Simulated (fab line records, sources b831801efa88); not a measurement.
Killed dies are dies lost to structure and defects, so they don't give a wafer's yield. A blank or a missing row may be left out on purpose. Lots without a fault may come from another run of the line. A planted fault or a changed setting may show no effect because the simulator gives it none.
A struck lot beside a sound one | flow sky130 | 15 steps out of a route of 708
Sound: wafers L478.2, L478.3, L478.5. Struck: wafers L482.3, L482.4, L482.5. The cause comes at the end.
At each step with rows: each side's tool, then ch and its chambers, then its first start. Under that, the readings that differ: sound wafers | struck wafers | difference of the means | sigmas: that difference in standard deviations of wafers without a fault.
alike: readings whose means differ by less than 2 such deviations, and words and numbers that are the same on both sides. not compared: withheld readings, readings that some wafer has no value for, bounds like >300 that may hide the same value, and numbers for which the record gives no deviation and whose values overlap.
The two part at a step that has a row with sigmas, a row that says differs or no value, or rows on one side only. Numbers that don't overlap but have no deviation are shown without sigmas and don't part them. A reading that every wafer of one side lacks parts them only if that side has two wafers or more.

first, 2 steps without rows for these wafers: SKY_NWELL_IMPLANT_12; SKY_NWELL_IMPLANT_13.
SKY_NWELL_STRIP_14: strips in O2/N2.
  sound on plasma_asher-04 ch 0,1, day 6 20:13; struck on plasma_asher-01 ch 0,1, day 7 18:13
  alike: drypump_motor_current_A, n2_flow_sccm, o2_flow_sccm, oes_product_au, strip_time_to_endpoint_s
  not compared: rf_hours_counter_h
SKY_NWELL_TW_MEAS_15:
  sound on film_metro-04, day 6 20:19; struck on film_metro-02, day 7 18:19
  alike: NWELL_TW
then, 7 steps without rows for these wafers: SKY_NWELL_DEHYDRATE_16 (time 60 s); SKY_NWELL_HMDS_17 (prime time 60 s); SKY_NWELL_COAT_18 (resist thk 3000 nm); SKY_NWELL_SOFTBAKE_19; SKY_NWELL_EXPOSE_20 (exposes mask NWM COMPLEMENT, target cd 840 nm); SKY_NWELL_PEB_21; SKY_NWELL_DEVELOP_22 (develop time 60 s).
SKY_NWELL_OVL_MEAS_23:
  sound on overlay-02, day 7 15:44; struck on overlay-02, day 8 14:23
  alike: NWELL_01_OVL
SKY_NWELL_IMPLANT_24:
  sound on implanter-01 ch 0, day 7 15:47; struck on implanter-01 ch 0, day 8 14:28
  reading                   | sound                | struck               | difference | sigmas
  beam_energy_keV           | 139.96 139.93 140.02 | 135.57 135.66 135.66 | -4.34      | -99 or more
  model.implant.drp_nm (nm) | 95.47 95.47 95.47    | 94.29 94.29 94.29    | -1.18      |
SKY_NWELL_STRIP_25: strips in O2/N2.
  sound on plasma_asher-02 ch 0,1, day 7 15:55; struck on plasma_asher-02 ch 0,1, day 8 14:35
  alike: drypump_motor_current_A, n2_flow_sccm, o2_flow_sccm, oes_product_au, strip_time_to_endpoint_s
  not compared: rf_hours_counter_h
-- the record jumps here: 40 days lie between the struck wafers' starts before and after (it left off in module NWELL and takes up again in module PAD_OPEN, whose first step shown is number 708 of the route) --
SKY_PAD_OPEN_PROBE_99:
  sound on prober-02, day 47 23:35; struck on prober-02, day 48 20:29
  alike: killed_at_M0_to_M3, killed_at_M4_up, killed_at_contacts, killed_at_front_end, killed_at_other, killed_dies, killed_on_rim, killed_open, killed_short

WHERE THEY PART
Only at SKY_NWELL_IMPLANT_24, within this record. Later steps at which nothing parts them and some readings are alike: SKY_NWELL_STRIP_25, SKY_PAD_OPEN_PROBE_99.

WHY: what the simulator had put in
Process parameter drift: implanter-01, from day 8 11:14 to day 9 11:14, at SKY_NWELL_IMPLANT_24. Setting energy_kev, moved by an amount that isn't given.
